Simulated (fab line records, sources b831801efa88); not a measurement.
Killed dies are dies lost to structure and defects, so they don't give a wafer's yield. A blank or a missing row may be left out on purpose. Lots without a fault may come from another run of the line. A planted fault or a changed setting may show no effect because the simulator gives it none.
Chamber matching | flow sky130 | SKY_CONTACT_CMP_27 on cmp-02: 4 sister chambers
The step polishes, stops on SiO2, t overpolish 15 s, target thk 0 nm. 24 wafers are shown with their chamber, then 12 later ones without.

WAFERS WITH THEIR CHAMBER
wafer  | chamber | motor_current_A (A) | time_to_endpoint_s (s) | overpolish_run_s (s)
L074.1 | 3       | 11.2                | 83                     | 15.000
L074.2 | 0       | 11.1                | 84                     | 14.991
L074.5 | 0       | 11.1                | 83                     | 15.003
L074.3 | 2       | 11.7                | 85                     | 15.019
L074.4 | 1       | 10.4                | 85                     | 15.008
L074.6 | 3       | 13.0                | 83                     | 14.993
L077.1 | 0       | 11.1                | 84                     | 14.993
L077.2 | 3       | 12.7                | 84                     | 14.995
L077.4 | 2       | 11.4                | 89                     | 14.996
L080.2 | 2       | 12.1                | 82                     | 14.997
L080.3 | 0       | 11.5                | 79                     | 14.982
L080.4 | 3       | 12.6                | 78                     | 14.981
L081.1 | 1       | 10.3                | 84                     | 14.996
L081.3 | 3       | 12.3                | 83                     | 14.993
L081.6 | 1       | 10.1                | 85                     | 14.991
L082.1 | 2       | 12.1                | 81                     | 15.006
L082.4 | 3       | 12.4                | 78                     | 15.006
L082.5 | 2       | 11.7                | 81                     | 14.993
L083.1 | 2       | 12.2                | 77                     | 14.993
L083.5 | 3       | 12.6                | 77                     | 14.987
L083.6 | 2       | 11.8                | 76                     | 14.979
L084.2 | 3       | 12.4                | 82                     | 14.983
L084.3 | 0       | 10.5                | 87                     | 15.004
L084.4 | 2       | 12.3                | 85                     | 15.001

SIGNATURES (means of the wafers above)
reading            | chamber 0 | chamber 1 | chamber 2 | chamber 3 | scatter within a chamber
motor_current_A    | 11.060    | 10.267    | 11.912    | 12.400    | 0.4
time_to_endpoint_s | 83.40     | 84.67     | 82.00     | 81.00     | 3.32
overpolish_run_s   | 14.99460  | 14.99833  | 14.99800  | 14.99225  | 0.00978
Rule: a wafer's distance from a chamber is the root of the sum, over the readings, of the square of ((its reading less the chamber's mean) divided by the reading's scatter). The wafer belongs to the nearest chamber; if the next one is less than 2 further off, it can't be placed. The scatter: the root of (the sum of the squares of (reading less its chamber's mean) over the shown wafers, divided by (wafers less chambers)).

WAFERS WITHOUT THEIR CHAMBER
wafer  | motor_current_A (A) | time_to_endpoint_s (s) | overpolish_run_s (s)
L088.2 | 9.3                 | 82                     | 15.009
L088.4 | 11.0                | 82                     | 14.985
L088.5 | 12.0                | 83                     | 14.989
L091.2 | 12.0                | 86                     | 15.001
L091.3 | 9.4                 | 85                     | 15.004
L091.5 | 11.8                | 82                     | 15.004
L092.3 | 9.9                 | 83                     | 15.005
L092.5 | 9.8                 | 81                     | 14.995
L092.6 | 11.1                | 79                     | 14.995
L095.2 | 11.7                | 86                     | 14.986
L095.3 | 10.4                | 86                     | 14.995
L095.5 | 11.5                | 86                     | 14.997

WHICH CHAMBER EACH WENT THROUGH
wafer  | from the rows above               | in truth
L088.2 | can't be placed: 1 or 0           | 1
L088.4 | can't be placed: 0 or 1 or 2      | 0
L088.5 | can't be placed: 2 or 3 or 0      | 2
L091.2 | can't be placed: 2 or 3 or 0      | 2
L091.3 | 1                                 | 1
L091.5 | can't be placed: 2 or 3 or 0      | 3
L092.3 | can't be placed: 1 or 0           | 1
L092.5 | can't be placed: 1 or 0           | 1
L092.6 | can't be placed: 0 or 2 or 1 or 3 | 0
L095.2 | can't be placed: 2 or 0 or 3      | 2
L095.3 | can't be placed: 1 or 0           | 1
L095.5 | can't be placed: 0 or 2 or 3 or 1 | 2
Placed correctly: 1 of 12. Can't be placed from these rows: 11 (the true chamber is among the candidates in 11). Placed wrongly: 0.
